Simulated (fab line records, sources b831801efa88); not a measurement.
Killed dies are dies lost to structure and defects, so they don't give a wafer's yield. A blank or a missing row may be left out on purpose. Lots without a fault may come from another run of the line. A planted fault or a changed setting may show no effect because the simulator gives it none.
Which tool did it? | flow gf180mcu | 14 lots, 42 wafers sampled, at 2 steps of a route of 602

WHAT THE GAUGES READ, wafer by wafer
GF_V3_CD_MEAS_14: target cd 260 nm. Usual: cd_nm 260.3 nm, standard deviation 0.95.
lot  | measured     | on        | cd_nm (nm)        | flag
L996 | day 23 10:43 | cd_sem-01 | 261.2 260.5 260.5 |
L997 | day 24 03:44 | cd_sem-02 | 260.0 260.4 259.8 |
L998 | day 24 10:56 | cd_sem-02 | 259.1 259.3 259.5 |
L100 | day 25 01:23 | cd_sem-02 | 259.5 259.4 258.5 |
L101 | day 25 08:22 | cd_sem-02 | 260.6 259.7 260.5 |
L102 | day 25 23:20 | cd_sem-01 | 260.7 261.4 262.6 |
L103 | day 26 07:53 | cd_sem-01 | 258.2 259.7 258.5 |
L104 | day 26 14:38 | cd_sem-02 | 259.9 260.4 260.1 |
L106 | day 27 01:05 | cd_sem-01 | 260.9 259.7 261.3 |
L107 | day 27 01:46 | cd_sem-02 | 260.6 261.0 260.7 |
L108 | day 27 14:08 | cd_sem-02 | 259.2 259.3 259.3 |
L110 | day 28 04:04 | cd_sem-02 | 259.1 260.5 259.2 |
L111 | day 28 08:59 | cd_sem-01 | 260.1 260.7 260.9 |
L112 | day 28 13:07 | cd_sem-01 | 259.3 259.2 259.9 |

GF_V3_RS_MEAS_24: measures by four-point-probe. Usual: V3_W_RS 0.326 ohm/sq, standard deviation 0.0045.
lot  | measured     | on            | V3_W_RS (ohm/sq)  | flag
L996 | day 23 11:45 | film_metro-01 | 0.323 0.329 0.323 |
L997 | day 24 04:52 | film_metro-04 | 0.332 0.336 0.330 |
L998 | day 24 12:19 | film_metro-01 | 0.324 0.333 0.332 |
L100 | day 25 02:25 | film_metro-01 | 0.326 0.327 0.319 |
L101 | day 25 09:24 | film_metro-01 | 0.325 0.324 0.326 |
L102 | day 26 00:23 | film_metro-04 | 0.326 0.327 0.330 |
L103 | day 26 08:55 | film_metro-03 | 0.331 0.330 0.336 |
L104 | day 26 15:41 | film_metro-01 | 0.323 0.333 0.327 |
L106 | day 27 02:07 | film_metro-04 | 0.321 0.330 0.326 |
L107 | day 27 02:50 | film_metro-01 | 0.322 0.331 0.328 |
L108 | day 27 15:10 | film_metro-03 | 0.333 0.329 0.326 |
L110 | day 28 05:05 | film_metro-04 | 0.320 0.321 0.316 |
L111 | day 28 10:01 | film_metro-03 | 0.329 0.324 0.319 |
L112 | day 28 14:08 | film_metro-03 | 0.322 0.323 0.328 |

WHICH TOOL RAN EACH LOT (tool, then ch and the chambers of the sampled wafers, then the start)
The record holds no process step before these readings.

WHAT THE TOOLS THEMSELVES READ (means of the sampled wafers that have a number; where no wafer has one, the mark that the record gives instead)
The record holds no such reading with a usual standard deviation.

THE ANSWER, worked out from the rows above alone
Rule: a lot is off if the mean of its wafers that have a number lies more than 3 standard deviations from the usual mean. A lot without any number at a reading at which 4 lots or more have one is off too. The other lots that the step has rows for count as sound. The gauges are gone through in route order, then the tools' own readings, and for those a lot's mean is taken as printed above. The first step at which some lot is off is used, and at that step the reading that is off furthest; a lot without a number counts as furthest.
No lot is off at any reading shown: from this, nothing can be told.

WHAT THE SIMULATOR HAD PUT IN
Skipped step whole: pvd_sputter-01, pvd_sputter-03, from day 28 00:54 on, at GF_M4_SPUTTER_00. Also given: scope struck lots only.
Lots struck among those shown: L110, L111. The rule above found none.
